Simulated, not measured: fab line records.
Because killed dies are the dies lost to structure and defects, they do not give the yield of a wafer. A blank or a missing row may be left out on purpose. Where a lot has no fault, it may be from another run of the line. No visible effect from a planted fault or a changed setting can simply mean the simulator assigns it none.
Comparing a struck lot with a sound one | flow sky130 | 19 out of 708 route steps
Sound: wafers L222.1, L222.2, L222.4. Wafers L228.2, L228.4, L228.5 were the ones struck. The cause is given at the end.
Each step with rows lists, per side, the tool, then ch with its chambers, then its first start. Under that, the readings that differ: sound wafers | struck wafers | difference of the means | sigmas: that difference in standard deviations of wafers without a fault.
alike: readings whose means differ by less than 2 such deviations, and words and numbers that are the same on both sides. not compared: withheld readings, readings that some wafer has no value for, bounds like >300 that may hide the same value, and numbers for which the record gives no deviation and whose values overlap.
Wherever a step has rows on one side only, a row that says differs or no value, or a row with sigmas, the two part there. Numbers that don't overlap but have no deviation are shown without sigmas and don't part them. Lack of a reading on every wafer of one side parts them only where that side has two or more wafers.

first, 4 steps without rows for these wafers: SKY_METAL2_STRIP_21 (strips in post etch residue remover, time 1200 s); SKY_METAL2_CLEAN_22 (cleans in IPA, time 180 s); SKY_METAL2_CLEAN_23 (cleans in O3/DIW); SKY_VIA2_HDPCVD_00 (deposits SiO2, target thk 1180 nm, time 196.7 s).
SKY_VIA2_THK_MEAS_01:
  sound on film_metro-04, day 38 08:46; struck on film_metro-01, day 40 06:42
  alike: VIA2_HDPCVD_THK
SKY_VIA2_CMP_02: polishes SiO2.
  sound on cmp-01 ch 0,1,2, day 38 08:49; struck on cmp-02 ch 0,1,2, day 40 07:16
  alike: edge_zone_pressure_frac, motor_current_A
SKY_VIA2_BOW_MEAS_03:
  sound on film_metro-02, day 38 09:07; struck on film_metro-01, day 40 07:29
  alike: VIA2_BOW
then, 5 steps without rows for these wafers: SKY_VIA2_DEHYDRATE_04 (time 60 s); SKY_VIA2_HMDS_05 (prime time 60 s); SKY_VIA2_COAT_06 (resist thk 60 nm); SKY_VIA2_COAT_07 (resist thk 450 nm); SKY_VIA2_SOFTBAKE_08 (time 90 s).
SKY_VIA2_EXPOSE_09: exposes mask VIM2, target cd 200 nm.
  sound on krf_scanner-01 ch 0, day 38 22:05; struck on krf_scanner-01 ch 0, day 40 20:20
  reading                      | sound                | struck            | difference | sigmas
  model.VIA2.overlay_x_nm (nm) | -1.879 -1.879 -1.879 | 46.94 46.94 46.94 | +48.82     |
  alike: mask
then, 2 steps without rows for these wafers: SKY_VIA2_PEB_10; SKY_VIA2_DEVELOP_11 (develop time 60 s).
SKY_VIA2_CD_MEAS_12 targets a cd of 200 nm.
  sound on cd_sem-02, day 39 09:16; struck on cd_sem-01, day 41 07:38
  alike: cd_nm
SKY_VIA2_OVL_MEAS_13:
  sound on overlay-02, day 39 09:23; struck on overlay-02, day 41 07:44
  reading       | sound  | struck   | difference | sigmas
  VIA2_OVL (nm) | 6 -1 9 | 46 46 47 | +42        | +7
SKY_VIA2_ETCH_14: etches BARC in N2/H2, stops on SiO2, time 45.9 s, target depth 60 nm.
  sound on rie_diel-02 ch 0,1,2, day 39 09:25; struck on rie_diel-04 ch 1,2,3, day 41 07:46
  reading               | sound             | struck            | difference | sigmas
  oes_product_au (a.u.) | 0.860 0.861 0.859 | 0.847 0.862 0.844 | -0.009     | -2
  alike: drypump_motor_current_A, rf_fwd_power_W, throttle_valve_pct
  not compared: rf_hours_counter_h
-- the record jumps here: 8 days lie between the struck wafers' starts before and after (it left off in module VIA2 and takes up again in module PAD_OPEN, whose first step shown is number 708 of the route) --
SKY_PAD_OPEN_PROBE_99:
  sound on prober-01, day 48 07:33; struck on prober-02, day 49 19:43
  alike: defect_limited_yield, killed_at_M0_to_M3, killed_at_M4_up, killed_at_contacts, killed_at_front_end, killed_at_other, killed_dies, killed_open, killed_short, sort_bin_3_pad_short, sort_bin_5_function, sort_bin_6_memory, sort_n_pass, sort_yield_pct

WHERE THEY PART
At SKY_VIA2_OVL_MEAS_13 first; at SKY_VIA2_ETCH_14 last (within this record only). Later steps at which nothing parts them and some readings are alike: SKY_PAD_OPEN_PROBE_99.

WHY: whatever the simulator had introduced
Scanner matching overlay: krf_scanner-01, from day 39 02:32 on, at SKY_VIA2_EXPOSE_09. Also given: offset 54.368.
